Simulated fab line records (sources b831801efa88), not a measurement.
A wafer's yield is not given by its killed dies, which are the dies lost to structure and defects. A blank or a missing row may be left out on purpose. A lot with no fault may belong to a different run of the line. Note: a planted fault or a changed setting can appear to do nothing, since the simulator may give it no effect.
Which of the tools did it? + flow sky130 + Sampling: 15 lots, 45 wafers, 3 of 708 route steps

## WHAT EACH GAUGE READ, for each wafer
No reading from a measuring or inspecting step in the record can be judged against a usual standard deviation.

## TOOL THAT RAN EACH LOT (tool first, then ch and the chambers of the sampled wafers, then the start)
| lot  | SKY_METAL2_SPUTTER_03       | SKY_METAL2_DESCUM_17             | SKY_VIA2_PEB_10                  |
|------|-----------------------------|----------------------------------|----------------------------------|
| L982 | pvdSputter-01, day 34 12:08 | rieMetal-03 ch 0,1, day 35 15:07 | lithoTrack-02 ch 0, day 36 17:00 |
| L983 | pvdSputter-02, day 34 16:31 | rieMetal-04 ch 0,1, day 35 19:39 | lithoTrack-03 ch 0, day 36 22:00 |
| L984 | pvdSputter-04, day 35 10:20 | rieMetal-04 ch 0,1, day 36 12:46 | lithoTrack-03 ch 0, day 37 15:00 |
| L986 | pvdSputter-04, day 36 05:45 | rieMetal-02 ch 0,1, day 37 08:01 | lithoTrack-03 ch 0, day 38 10:00 |
| L985 | pvdSputter-01, day 36 07:54 | rieMetal-04 ch 0, day 37 09:18   | lithoTrack-02 ch 0, day 38 11:00 |
| L987 | pvdSputter-04, day 36 14:14 | rieMetal-04 ch 0, day 37 15:32   | lithoTrack-03 ch 0, day 38 17:00 |
| L988 | pvdSputter-02, day 36 16:02 | rieMetal-02 ch 0,1, day 37 18:16 | lithoTrack-04 ch 0, day 38 19:00 |
| L989 | pvdSputter-01, day 36 21:26 | rieMetal-04 ch 0,1, day 37 23:35 | lithoTrack-03 ch 0, day 39 01:00 |
| L990 | pvdSputter-04, day 37 01:41 | rieMetal-02 ch 0, day 38 03:16   | lithoTrack-04 ch 0, day 39 04:00 |
| L993 | pvdSputter-04, day 38 09:44 | rieMetal-02 ch 0,1, day 39 10:24 | lithoTrack-04, day 40 11:00      |
| L994 | pvdSputter-02, day 38 16:50 | rieMetal-02 ch 0,1, day 39 16:57 | lithoTrack-02, day 40 18:00      |
| L995 | pvdSputter-01, day 38 19:01 | rieMetal-03 ch 0,1, day 39 18:53 | lithoTrack-03, day 40 19:00      |
| L996 | pvdSputter-02, day 39 05:08 | rieMetal-04 ch 0,1, day 40 05:12 | lithoTrack-04 ch 0, day 41 06:00 |
| L997 | pvdSputter-01, day 39 07:08 | rieMetal-03 ch 0,1, day 40 07:32 | lithoTrack-04 ch 0, day 41 08:00 |
| L103 | pvdSputter-02, day 40 19:30 | rieMetal-03 ch 0,1, day 41 18:28 | lithoTrack-03 ch 0, day 42 19:00 |
- SKY_METAL2_SPUTTER_03: material Ti, target thk 5 nm, time 3.3 s.
- SKY_METAL2_DESCUM_17: chemistry O2, time 8 s.
- SKY_VIA2_PEB_10

## WHAT THE TOOLS THEMSELVES READ (means of the sampled wafers that have a number; where no wafer has one, the mark that the record gives instead)
SKY_METAL2_SPUTTER_03. Usual: 30.0 % for throttleValvePct, sd 0.78.
| lot  | tool          | throttleValvePct (%) | flag |
|------|---------------|----------------------|------|
| L982 | pvdSputter-01 | 29.4                 |      |
| L983 | pvdSputter-02 | 30.3                 |      |
| L984 | pvdSputter-04 | 29.8                 |      |
| L986 | pvdSputter-04 | 30.0                 |      |
| L985 | pvdSputter-01 | 29.2                 |      |
| L987 | pvdSputter-04 | 30.1                 |      |
| L988 | pvdSputter-02 | 30.4                 |      |
| L989 | pvdSputter-01 | 29.2                 |      |
| L990 | pvdSputter-04 | 30.3                 |      |
| L993 | pvdSputter-04 | 30.1                 |      |
| L994 | pvdSputter-02 | 30.6                 |      |
| L995 | pvdSputter-01 | 29.8                 |      |
| L996 | pvdSputter-02 | 29.7                 |      |
| L997 | pvdSputter-01 | 29.9                 |      |
| L103 | pvdSputter-02 | 29.9                 |      |

SKY_METAL2_DESCUM_17. Usual: drypumpMotorCurrentA 5.6 A, standard deviation 0.63; heBacksideLeakSccm 3.36 sccm, standard deviation 0.28; oesProductAu 1.005 a.u., standard deviation 0.011.
| lot  | tool        | drypumpMotorCurrentA (A) | heBacksideLeakSccm (sccm) | oesProductAu (a.u.) | flag |
|------|-------------|--------------------------|---------------------------|---------------------|------|
| L982 | rieMetal-03 | 6.2                      | 3.41                      | 1.005               |      |
| L983 | rieMetal-04 | 5.3                      | 3.81                      | 0.989               |      |
| L984 | rieMetal-04 | 5.3                      | 3.89                      | 0.995               |      |
| L986 | rieMetal-02 | 5.9                      | 3.38                      | 1.006               |      |
| L985 | rieMetal-04 | 4.6                      | 3.18                      | 0.997               |      |
| L987 | rieMetal-04 | 4.6                      | 3.19                      | 0.988               |      |
| L988 | rieMetal-02 | 5.7                      | 3.40                      | 1.007               |      |
| L989 | rieMetal-04 | 5.3                      | 3.20                      | 0.996               |      |
| L990 | rieMetal-02 | 5.5                      | 3.31                      | 1.019               |      |
| L993 | rieMetal-02 | 5.7                      | 3.28                      | 1.019               |      |
| L994 | rieMetal-02 | 5.7                      | 3.34                      | 1.016               |      |
| L995 | rieMetal-03 | 6.3                      | 3.56                      | 1.007               |      |
| L996 | rieMetal-04 | 5.3                      | 3.24                      | 1.002               |      |
| L997 | rieMetal-03 | 6.3                      | 3.45                      | 1.001               |      |
| L103 | rieMetal-03 | 6.3                      | 3.64                      | 1.002               |      |

SKY_VIA2_PEB_10. Usual: 45.0 Pa for exhaustPa, sd 0.78.
| lot  | tool          | exhaustPa (Pa) | flag |
|------|---------------|----------------|------|
| L982 | lithoTrack-02 | 45.4           |      |
| L983 | lithoTrack-03 | 46.0           |      |
| L984 | lithoTrack-03 | 45.5           |      |
| L986 | lithoTrack-03 | 44.2           |      |
| L985 | lithoTrack-02 | 45.3           |      |
| L987 | lithoTrack-03 | 44.4           |      |
| L988 | lithoTrack-04 | 44.5           |      |
| L989 | lithoTrack-03 | 45.0           |      |
| L990 | lithoTrack-04 | 45.4           |      |
| L993 | lithoTrack-04 | -              | OFF  |
| L994 | lithoTrack-02 | -              | OFF  |
| L995 | lithoTrack-03 | -              | OFF  |
| L996 | lithoTrack-04 | 45.4           |      |
| L997 | lithoTrack-04 | 45.0           |      |
| L103 | lithoTrack-03 | 44.6           |      |

## THE ANSWER, worked out from the rows above alone
Rule: a lot counts as off when the mean over its wafers that have a number is more than 3 standard deviations away from the usual mean. Also off: a lot with no number at a reading for which 4 or more lots have one. Any other lot the step has rows for is counted as sound. Order of review: gauges by route order, followed by the tools' own readings, for which a lot's mean as printed above is used. At the first step where some lot is off, the reading lying furthest off is the one used; lots without a number count as furthest.
Off: L993, L994, L995, at SKY_VIA2_PEB_10 (exhaustPa). Without a number there: L993, L994, L995.
If a tool, at that step or one of the process steps before it, ran each lot that is off and ran no sound lot following the first of them, it fits. Not one of the candidates tried fits.

## WHAT THE SIMULATOR HAD INSERTED
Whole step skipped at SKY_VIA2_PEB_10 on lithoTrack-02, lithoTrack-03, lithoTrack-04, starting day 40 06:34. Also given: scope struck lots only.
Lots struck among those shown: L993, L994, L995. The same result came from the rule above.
